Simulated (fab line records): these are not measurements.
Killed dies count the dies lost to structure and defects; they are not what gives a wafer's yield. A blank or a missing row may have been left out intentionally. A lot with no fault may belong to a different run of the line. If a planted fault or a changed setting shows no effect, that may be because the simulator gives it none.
Which tool did it? || flow gf180mcu || 6 lots, 17 wafers sampled, at 3 steps of a route of 602

WHAT THE GAUGES SHOWED, per wafer
GF_NWELL_TW_MEAS_11.
{"lot": "L341", "measured": "day 3 20:14", "on": "filmMetro-04", "NWELL_TW": "1557 1552 1553"}
{"lot": "L344", "measured": "day 4 10:59", "on": "filmMetro-04", "NWELL_TW": "1545 1545 1543"}
{"lot": "L346", "measured": "day 4 22:56", "on": "filmMetro-02", "NWELL_TW": "1580 1586 1580"}
{"lot": "L354", "measured": "day 6 22:47", "on": "filmMetro-04", "NWELL_TW": "1846 1545"}
{"lot": "L356", "measured": "day 7 18:28", "on": "filmMetro-04", "NWELL_TW": "1556 1548 1538"}
{"lot": "L361", "measured": "day 8 17:13", "on": "filmMetro-02", "NWELL_TW": "1578 1577 1572"}

WHICH TOOL RAN EACH LOT (tool, then ch and the chambers of the sampled wafers, then the start)
{"lot": "L341", "GF_DNWELL_COAT_02": "lithoTrack-02 ch 0, day 2 23:38", "GF_DNWELL_STRIP_08": "plasmaAsher-04 ch 0,1, day 3 05:59"}
{"lot": "L344", "GF_DNWELL_COAT_02": "lithoTrack-01 ch 0, day 3 13:58", "GF_DNWELL_STRIP_08": "plasmaAsher-03 ch 0,1, day 3 20:28"}
{"lot": "L346", "GF_DNWELL_COAT_02": "lithoTrack-03 ch 0, day 4 01:37", "GF_DNWELL_STRIP_08": "plasmaAsher-04 ch 0,1, day 4 08:32"}
{"lot": "L354", "GF_DNWELL_COAT_02": "lithoTrack-03 ch 0, day 6 01:10", "GF_DNWELL_STRIP_08": "plasmaAsher-02 ch 0,1, day 6 07:43"}
{"lot": "L356", "GF_DNWELL_COAT_02": "lithoTrack-02 ch 0, day 6 19:47", "GF_DNWELL_STRIP_08": "plasmaAsher-02 ch 0,1, day 7 03:04"}
{"lot": "L361", "GF_DNWELL_COAT_02": "lithoTrack-01 ch 0, day 7 16:17", "GF_DNWELL_STRIP_08": "plasmaAsher-04 ch 0,1, day 8 00:49"}
- GF_DNWELL_COAT_02: resist thk 3000 nm.
- GF_DNWELL_STRIP_08: strips in O2/N2.

THE ANSWER, worked out from the rows above alone
Rule: what is usual is taken from the lots themselves. The widest of any qualifying gaps counts: lots, ordered by their means at a reading, are off when they make up no more than a third of the lots, leave a main group of 4 or more, and stand apart from it by 3 or more times the standard deviation of that group's means. If all means in a main group match to the digits the tables above print for the reading, that group is not used. Also off: a lot with no number at a reading for which 4 or more lots have one. Where the step has rows for the other lots, those lots are counted as sound.
Off: L354, at GF_NWELL_TW_MEAS_11 (NWELL_TW). The main group has a mean of 1561 with a standard deviation of 15.
If a tool, at a process step before that reading, ran all the lots that are off and no sound lot after the first of them, it fits. The gauges at GF_NWELL_TW_MEAS_11 are tried like those tools. One fits: lithoTrack-03 at GF_DNWELL_COAT_02. Its last sound lot is L346 (day 4 01:37), its first lot that is off L354 (day 6 01:10): a fault that began between those two fits.

WHAT HAD BEEN PUT IN BY THE SIMULATOR
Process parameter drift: lithoTrack-03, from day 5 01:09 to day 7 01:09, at GF_DNWELL_COAT_02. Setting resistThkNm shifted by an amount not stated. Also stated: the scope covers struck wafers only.
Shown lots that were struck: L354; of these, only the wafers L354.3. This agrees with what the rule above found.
